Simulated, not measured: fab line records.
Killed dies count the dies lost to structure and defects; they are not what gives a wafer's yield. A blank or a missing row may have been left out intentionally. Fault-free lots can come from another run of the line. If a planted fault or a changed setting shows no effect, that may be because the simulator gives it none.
Lot-split experiment -- flow sky130 -- route with 708 steps; 5 lots, 23 wafers read

## THE SPLIT ITSELF
At SKY_PAD_OPEN_SOFTBAKE_03, the setting tempC was moved away from the recipe's 110 C on 11 of the 23 wafers read, by +1.2% to +2.9%. For the rest of the wafers, this setting stayed at what the recipe calls for.

The reading is taken at the split's own step.

## THE READING
In nm, at SKY_PAD_OPEN_SOFTBAKE_03: coat_of_PAD_OPEN_COAT_02.thkNm, which is the simulator's own figure and was read by no gauge. The file does not state a usual value for it. Here, 12 wafers ran the recipe; their average is 2994 nm with a standard deviation of 6.1 nm.

wafer,"tool, chamber at the split","tempC as run, C",against the recipe,"coat_of_PAD_OPEN_COAT_02.thkNm, nm",against lot-mates on the recipe
L076.2,"lithoTrack-04, 0",110,recipe,2990,-
L076.3,"lithoTrack-04, 0",110,recipe,2993,-
L076.4,"lithoTrack-04, 0",111.3,+1.2%,2986,-4
L076.5,"lithoTrack-04, 0",110,recipe,2988,-
L076.6,"lithoTrack-04, 0",111.3,+1.2%,2984,-6
L080.1,"lithoTrack-02, 0",112.7,+2.5%,2970,-18
L080.3,"lithoTrack-02, 0",112.7,+2.5%,2970,-18
L080.4,"lithoTrack-02, 0",112.7,+2.5%,2973,-15
L080.5,"lithoTrack-02, 0",110,recipe,2986,-
L080.6,"lithoTrack-02, 0",110,recipe,2990,-
L081.1,"lithoTrack-02, 0",110,recipe,3001,-
L081.2,"lithoTrack-02, 0",113.2,+2.9%,2976,-28
L081.3,"lithoTrack-02, 0",110,recipe,3007,-
L081.4,"lithoTrack-02, 0",113.2,+2.9%,2969,-35
L081.6,"lithoTrack-02, 0",113.2,+2.9%,2970,-34
L082.1,"lithoTrack-04, 0",111.3,+1.2%,2986,-4
L082.2,"lithoTrack-04, 0",111.3,+1.2%,2984,-6
L082.4,"lithoTrack-04, 0",110,recipe,2989,-
L082.5,"lithoTrack-04, 0",110,recipe,2992,-
L082.6,"lithoTrack-04, 0",111.3,+1.2%,2981,-10
L084.3,"lithoTrack-03, 0",110,recipe,2999,-
L084.5,"lithoTrack-03, 0",110,recipe,3000,-
L084.6,"lithoTrack-03, 0",110,recipe,2994,-

FIT RESULTS
A straight line over all 23 wafers: coat_of_PAD_OPEN_COAT_02.thkNm changes by -8.37 nm for each +1% of tempC; r = -0.89; the points scatter about the line by 5 nm.
The same after taking each lot's own level away (the mean of its wafers on the recipe; 23 wafers): -9.28 nm for each +1%; r = -0.93; scatter 4.3 nm.
According to that fit, moving tempC by its largest amount changes the reading by 27 nm.
The span of the lots' own levels, 2988.0 to 3004.0 nm, comes to 2.6 times the standard deviation stated above.
The two slopes agree, so the slope changes little with the lot-to-lot level.
Check: -25.5 nm against its lot-mates is what the line predicts for one of the wafers moved furthest among these (+2.9%) when that wafer is left out of the fit. Against them it came out at -28 nm.

## OTHER SPLITS APPLIED TO THESE WAFERS
Before the reading, these wafers also passed through other splits. Each is held against what the fit with the lots' levels taken away leaves over:
other split on the same wafers,wafers away from the commonest value,r with coat_of_PAD_OPEN_COAT_02.thkNm (lot level and that fit taken away)
SKY_CAP2M_SOFTBAKE_08 tempC,9,+0.08
SKY_METAL4_ETCH_16 timeS,5,-0.05
SKY_VIA4_COAT_06 spinRpm,4,-0.32
SKY_VIA4_ETCH_12 sourceW,8,+0.50
SKY_VIA4_SPUTTER_17 powerW,6,+0.18
SKY_METAL5_SPUTTER_03 timeS,5,+0.24
SKY_METAL5_EXPOSE_11 doseMj,8,+0.33
SKY_PASSIVATION_ETCH_11 timeS,6,+0.02

## THE FILE'S OWN FIT
coat_of_PAD_OPEN_COAT_02.thkNm changes by -8.75 nm for each +1% of tempC, r = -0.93.
